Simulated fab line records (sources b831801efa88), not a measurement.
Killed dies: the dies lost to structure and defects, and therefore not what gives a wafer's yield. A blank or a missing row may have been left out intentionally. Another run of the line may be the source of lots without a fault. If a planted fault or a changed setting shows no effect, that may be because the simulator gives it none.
Split-lot trial | flow sky130 | 23 wafers read from 5 lots, route of 708 steps

THE SPLIT
At SKY_CONTACT_HDPCVD_02 (deposits SiO2, target thk 565 nm, time 94.2 s), the setting time s was moved away from the recipe's 94.2 s on 8 of the 23 wafers read, by -9.2% to +10.1%. For the rest of the wafers, this setting stayed at what the recipe calls for.

There is no step in the file separating the split from the reading.

THE READING
Values of CONTACT_HDPCVD_THK in nm from SKY_CONTACT_THK_MEAS_03. Typical for fault-free wafers on this fab line: 566 nm, with standard deviation 7.2 nm.

wafer  | tool, chamber at the split | time s as run, s | against the recipe | CONTACT_HDPCVD_THK, nm | against lot-mates on the recipe
L074.1 | hdpcvd-02, 0,2             | 94.2             | recipe             | 571                    | -
L074.2 | hdpcvd-02, 0,2             | 94.2             | recipe             | 549                    | -
L074.3 | hdpcvd-02, 1               | 85.53            | -9.2%              | 522                    | -34
L074.4 | hdpcvd-02, 1               | 85.53            | -9.2%              | 516                    | -40
L074.6 | hdpcvd-02, 2               | 94.2             | recipe             | 547                    | -
L077.1 | hdpcvd-01, 2               | 103.7            | +10.1%             | 618                    | +52
L077.2 | hdpcvd-01, 0               | 103.7            | +10.1%             | 624                    | +58
L077.4 | hdpcvd-01, 0               | 94.2             | recipe             | 563                    | -
L077.5 | hdpcvd-01, 2               | 94.2             | recipe             | 569                    | -
L077.6 | hdpcvd-01, 1               | 103.7            | +10.1%             | 620                    | +54
L081.1 | hdpcvd-01, 2               | 86.33            | -8.4%              | 527                    | -42
L081.2 | hdpcvd-01, 0,1             | 86.33            | -8.4%              | 520                    | -49
L081.3 | hdpcvd-01, 1               | 94.2             | recipe             | 568                    | -
L081.4 | hdpcvd-01, 0,1             | 86.33            | -8.4%              | 517                    | -52
L081.5 | hdpcvd-01, 0               | 94.2             | recipe             | 570                    | -
L084.2 | hdpcvd-02, 0               | 94.2             | recipe             | 576                    | -
L084.3 | hdpcvd-02, 1               | 94.2             | recipe             | 578                    | -
L084.4 | hdpcvd-02, 0,1,2           | 94.2             | recipe             | 572                    | -
L084.5 | hdpcvd-02, 0,1,2           | 94.2             | recipe             | 574                    | -
L084.6 | hdpcvd-02, 0,1,2           | 94.2             | recipe             | 564                    | -
L085.1 | hdpcvd-01, 1               | 94.2             | recipe             | 553                    | -
L085.3 | hdpcvd-01, 0               | 94.2             | recipe             | 566                    | -
L085.6 | hdpcvd-01, 0               | 94.2             | recipe             | 568                    | -
Rows listing several chambers each stand for several wafers; the file does not say which wafer went through which chamber.

FIT RESULTS
A straight line over all 23 wafers: CONTACT_HDPCVD_THK changes by +5.32 nm for each +1% of time s; r = +0.97; the points scatter about the line by 8 nm.
The same after taking each lot's own level away (the mean of its wafers on the recipe; 23 wafers): +5.17 nm for each +1%; r = +0.97; scatter 7 nm.
According to that fit, moving time s by its largest amount changes the reading by 52 nm.
Measured against the standard deviation above, the lots' own levels, which go from 555.7 to 572.8 nm, span 2.4 times it.
Consequently the slope shifts little with the lot-to-lot level, the two slopes agreeing.
Check: for one of the wafers moved furthest among these (+10.1%), held out of the fit, the line's prediction against its lot-mates is +53 nm. Against them it came out at +52 nm.

THE WHOLE CHAIN: every reading that the file lists as answering this split, in the file's order
step                    | what it does                                  | reading                                                                           | change (the file's fit)              | r (the file's)
SKY_CONTACT_HDPCVD_02   | deposits SiO2, target thk 565 nm, time 94.2 s | SiO2_of_CONTACT_HDPCVD_02.thk nm (the simulator's own value, which no gauge read) | +4.77 nm for each +1% of the setting | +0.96
SKY_CONTACT_THK_MEAS_03 |                                               | CONTACT_HDPCVD_THK                                                                | +5.04 for each +1% of the setting    | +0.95
SKY_CONTACT_CMP_04      | polishes SiO2                                 | time to endpoint s                                                                | withheld for each +1% of the setting | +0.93

FILE'S OWN FIT
CONTACT_HDPCVD_THK changes by +5.04 nm for each +1% of time s, r = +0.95.
